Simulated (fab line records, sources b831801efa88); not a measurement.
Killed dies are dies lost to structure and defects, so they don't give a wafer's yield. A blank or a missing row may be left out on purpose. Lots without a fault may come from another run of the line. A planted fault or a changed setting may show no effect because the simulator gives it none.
Problem report in the 8D (eight disciplines) form, filled by code | flow sfq_line | the parts of the form that need people (team, actions taken, sign-off) are left out

1. THE PROBLEM
oes_product_au at SFQ_TRILAYER_JJ_CE_BARC_OPEN_RIE_150 reads a mean of 0.568 a.u. on 3 wafers of 2 lots; wafers without a fault read 0.537 a.u. with a standard deviation of 0.0048. That is +6.4 standard deviations from the usual mean.
The step: chemistry O2, target BARC, target depth 240 nm, time 80 s.
First seen on wafer L460.1, day 56 13:16, on rie_metal-02. The record holds 42 wafers of 14 lots with a number at this step. Rule for "out", or "out of limits": more than 4 standard deviations from the usual mean. The other wafers with a number count as sound.

2. WHAT IT IS AND WHAT IT IS NOT
question                    | is                         | is not
which readings at this step | oes_product_au             | drypump_motor_current_A
which lots                  | L460, L463                 | L448, L449, L451, L452, L453, L454, L455, L456, L459, L468, L470, L471
which wafers of those lots  | L460.1, L460.6, L463.1     | L460.3, L463.2, L463.5
read on which tools         | rie_metal-01, rie_metal-02 | rie_metal-04
when                        | from day 56 13:16          | up to then (28 sound wafers); but 11 sound wafers of L463, L468, L470, L471 came after

3. SUSPECTS, AND WHAT RULES EACH OUT
Counting: a tool at a process step up to the reading stays a suspect if it ran every lot that is out. Sound lots after the first of them don't rule it out here, since some wafers of a struck lot are sound.
- litho_track-02 at SFQ_TRILAYER_JJ_CE_LITHO_COAT_119 (resist thk 62 nm): kept. It ran every lot that is out, first L460 (day 53 11:02); its last sound lot up to then is L456 (day 52 06:16).
Left after counting: litho_track-02 at SFQ_TRILAYER_JJ_CE_LITHO_COAT_119.

4. THE CAUSE (what the simulator had put in)
Process parameter drift: litho_track-02, from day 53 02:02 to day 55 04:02, at SFQ_TRILAYER_JJ_CE_LITHO_COAT_119. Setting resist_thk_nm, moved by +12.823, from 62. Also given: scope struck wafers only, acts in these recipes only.
Counting left only this tool.

5. THE CHAIN OF EFFECTS, in route order
Each row: a reading whose mean over the struck wafers that have a number lies more than 3 standard deviations from the usual. Only readings for which the record gives a usual standard deviation are gone through. hours: the time from each lot's start at the first step in this table that gives one to its start at this step, as a median over the lots. sigmas: the change in usual standard deviations.
hours | step                                 | reading        | usual      | on struck wafers | change | sigmas
0     | SFQ_TRILAYER_JJ_CE_BARC_OPEN_RIE_150 | oes_product_au | 0.537 a.u. | 0.568            | +0.031 | +6.4
The process steps in it:
- SFQ_TRILAYER_JJ_CE_BARC_OPEN_RIE_150: chemistry O2, target BARC, target depth 240 nm, time 80 s.

6. WHAT WOULD HAVE CAUGHT IT SOONER
In this record the first reading out of limits was taken at day 56 13:16, 83 hours after the fault began at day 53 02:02.
Of the tool readings at SFQ_TRILAYER_JJ_CE_LITHO_COAT_119 for which the record gives a usual standard deviation, none was out on any struck wafer, so an alarm limit of 4 standard deviations on them would not have fired.
All the lots that are out (2) had begun SFQ_TRILAYER_JJ_CE_LITHO_COAT_119 on litho_track-02 by day 56 13:16. A hold on the tool at that time would have spared none of them.
